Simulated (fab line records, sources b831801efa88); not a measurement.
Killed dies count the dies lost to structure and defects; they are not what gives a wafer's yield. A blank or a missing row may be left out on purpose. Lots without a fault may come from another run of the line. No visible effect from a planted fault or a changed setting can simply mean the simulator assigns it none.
The tool behind it: which one? || flow sky130 || 15 lots, 45 wafers sampled, at 1 step of a route of 708

## WHAT THE GAUGES SHOWED, per wafer
SKY_VIA1_OVL_MEAS_13. Usual: for VIA1_OVL the level is -1 nm and the standard deviation is 6.3.
{"lot": "L613", "measured": "day 34 17:50", "on": "overlay-01", "VIA1_OVL (nm)": "0 3 5", "flag": ""}
{"lot": "L614", "measured": "day 35 02:59", "on": "overlay-02", "VIA1_OVL (nm)": "12 6 1", "flag": ""}
{"lot": "L615", "measured": "day 35 10:14", "on": "overlay-02", "VIA1_OVL (nm)": "1 -2 6", "flag": ""}
{"lot": "L616", "measured": "day 35 16:19", "on": "overlay-02", "VIA1_OVL (nm)": "6 6 -1", "flag": ""}
{"lot": "L617", "measured": "day 36 13:13", "on": "overlay-02", "VIA1_OVL (nm)": "-4 -1 3", "flag": ""}
{"lot": "L618", "measured": "day 36 17:49", "on": "overlay-01", "VIA1_OVL (nm)": "-6 -10 -14", "flag": ""}
{"lot": "L619", "measured": "day 37 00:35", "on": "overlay-02", "VIA1_OVL (nm)": "12 5 13", "flag": ""}
{"lot": "L620", "measured": "day 37 03:25", "on": "overlay-02", "VIA1_OVL (nm)": "-11 -3 -10", "flag": ""}
{"lot": "L621", "measured": "day 37 19:28", "on": "overlay-01", "VIA1_OVL (nm)": "-7 -4 -2", "flag": ""}
{"lot": "L625", "measured": "day 38 18:14", "on": "overlay-01", "VIA1_OVL (nm)": "1 -3 0", "flag": ""}
{"lot": "L627", "measured": "day 39 00:37", "on": "overlay-02", "VIA1_OVL (nm)": "0 -10 -4", "flag": ""}
{"lot": "L626", "measured": "day 39 02:32", "on": "overlay-01", "VIA1_OVL (nm)": "-1 1 -1", "flag": ""}
{"lot": "L634", "measured": "day 40 18:49", "on": "overlay-01", "VIA1_OVL (nm)": "8 11 -1", "flag": ""}
{"lot": "L635", "measured": "day 41 02:28", "on": "overlay-01", "VIA1_OVL (nm)": "4 5 5", "flag": ""}
{"lot": "L636", "measured": "day 41 12:10", "on": "overlay-02", "VIA1_OVL (nm)": "-2 -4 -3", "flag": ""}

## TOOL THAT RAN EACH LOT (tool first, then ch and the chambers of the sampled wafers, then the start)
There is no process step in the record ahead of these readings.

## WHAT THE TOOLS THEMSELVES READ (means of the sampled wafers that have a number; where no wafer has one, the mark that the record gives instead)
The record holds no such reading with a usual standard deviation.

## THE ANSWER, worked out from the rows above alone
Rule: take the mean of a lot's wafers that have a number; if it is more than 3 standard deviations from the usual mean, the lot is off. A lot without any number at a reading at which 4 lots or more have one is off too. The other lots that the step has rows for count as sound. The gauges are gone through in route order, then the tools' own readings, and for those a lot's mean is taken as printed above. The first step at which some lot is off is used, and at that step the reading that is off furthest; a lot without a number counts as furthest.
None of the lots is off at any reading shown; this tells nothing.

## WHAT THE SIMULATOR PUT IN
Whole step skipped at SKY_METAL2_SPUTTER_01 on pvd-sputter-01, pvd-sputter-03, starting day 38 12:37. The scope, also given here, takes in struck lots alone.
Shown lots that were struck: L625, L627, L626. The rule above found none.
